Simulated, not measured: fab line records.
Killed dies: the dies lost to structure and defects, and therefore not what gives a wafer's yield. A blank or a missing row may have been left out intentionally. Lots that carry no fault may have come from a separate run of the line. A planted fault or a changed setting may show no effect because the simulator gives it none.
Comparing a struck lot with a sound one + flow sky130 + 18 out of 708 route steps
Sound: wafers L355.3, L355.4, L355.5. Wafers L370.1, L370.2, L370.6 were the ones struck. The cause is given at the end.
Each step with rows lists, per side, the tool, then ch with its chambers, then its first start. Under that, the readings that differ: sound wafers + struck wafers + difference of the means + sigmas: that difference in standard deviations of wafers without a fault.
alike: readings with means less than 2 such deviations apart, plus words and numbers identical on both sides. not compared: withheld readings, readings lacking a value on some wafer, bounds such as >300 that could conceal the same value, and numbers that have no deviation in the record and whose values overlap.
Wherever a step has rows on one side only, a row that says differs or no value, or a row with sigmas, the two part there. When numbers do not overlap yet have no deviation, they are printed without sigmas and do not part them. A reading that every wafer of one side lacks parts them only if that side has two wafers or more.

first, 1 step without rows for these wafers: SKY_POLY_CUT_DEVELOP_07 (develop time 60 s).
SKY_POLY_CUT_CD_MEAS_08 targets a cd of 270 nm.
  sound on cd-sem-02, day 26 02:32; struck on cd-sem-01, day 31 02:24
| reading    | sound             | struck            | difference | sigmas |
|------------|-------------------|-------------------|------------|--------|
| cd-nm (nm) | 270.2 270.7 271.0 | 267.0 269.6 266.3 | -3.0       | -2     |
SKY_POLY_CUT_OVL_MEAS_09:
  sound on overlay-02, day 26 02:38; struck on overlay-02, day 31 02:31
  alike: POLY_CUT_OVL
SKY_POLY_CUT_ETCH_10: etches BARC in N2/H2, stops on SiO2, time 45.9 s, target depth 60 nm.
  sound on rie-diel-03 ch 0,1,3, day 26 02:39; struck on rie-diel-01 ch 1,3, day 31 02:33
  alike: drypump-motor-current-A, oes-product-au, throttle-valve-pct
  not compared: rf-hours-counter-h
SKY_POLY_CUT_ETCH_11: etches Si3N4 in CF4/CH2F2/Ar, stops on poly-Si, time 42.5 s, target depth 60 nm.
  sound on rie-diel-03 ch 0,1,3, day 26 02:41; struck on rie-diel-01 ch 1,3, day 31 02:35
  alike: drypump-motor-current-A, oes-product-au, throttle-valve-pct
  not compared: rf-hours-counter-h
SKY_POLY_CUT_STRIP_12: strips in O2/N2.
  sound on plasma-asher-04 ch 0,1, day 26 02:46; struck on plasma-asher-04 ch 0,1, day 31 02:38
  alike: drypump-motor-current-A, oes-product-au, strip-time-to-endpoint-s
  not compared: rf-hours-counter-h
then, 6 steps without rows for these wafers: SKY_SD_P_DEHYDRATE_00 (time 60 s); SKY_SD_P_HMDS_01 (prime time 60 s); SKY_SD_P_COAT_02 (resist thk 1140 nm); SKY_SD_P_SOFTBAKE_03 (time 60 s); SKY_SD_P_EXPOSE_04 (exposes mask PSDM, target cd 380 nm); SKY_SD_P_PEB_05.
SKY_SD_P_DEVELOP_06: develop time 60 s.
  sound on litho-track-04 ch 0, day 27 09:00; struck on litho-track-04 ch 0, day 32 06:24
  alike: chill-plate-temp-C
SKY_SD_P_OVL_MEAS_08:
  sound on overlay-01, day 27 09:14; struck on overlay-02, day 32 06:40
  alike: SD_P_OVL
next, for these wafers, 1 step has no rows: SKY_SD_P_IMPLANT_09.
SKY_SD_P_STRIP_10: strips in O2/N2.
  sound on plasma-asher-04 ch 0,1, day 27 09:26; struck on plasma-asher-01 ch 0,1, day 32 06:52
  alike: drypump-motor-current-A, oes-product-au, strip-time-to-endpoint-s
  not compared: rf-hours-counter-h
SKY_SD_P_TW_MEAS_11:
  sound on film-metro-03, day 27 09:32; struck on film-metro-01, day 32 06:58
| reading | sound          | struck   | difference | sigmas      |
|---------|----------------|----------|------------|-------------|
| SD_P_TW | 2837 2821 2835 | 29 29 29 | -2802      | -99 or more |
then, 1 step without rows for these wafers: SKY_RES_XHIGH_DEHYDRATE_00 (time 60 s).

WHERE THEY PART
Last at SKY_SD_P_TW_MEAS_11 as far as this record goes, first at SKY_POLY_CUT_CD_MEAS_08.

WHY: what had been put in by the simulator
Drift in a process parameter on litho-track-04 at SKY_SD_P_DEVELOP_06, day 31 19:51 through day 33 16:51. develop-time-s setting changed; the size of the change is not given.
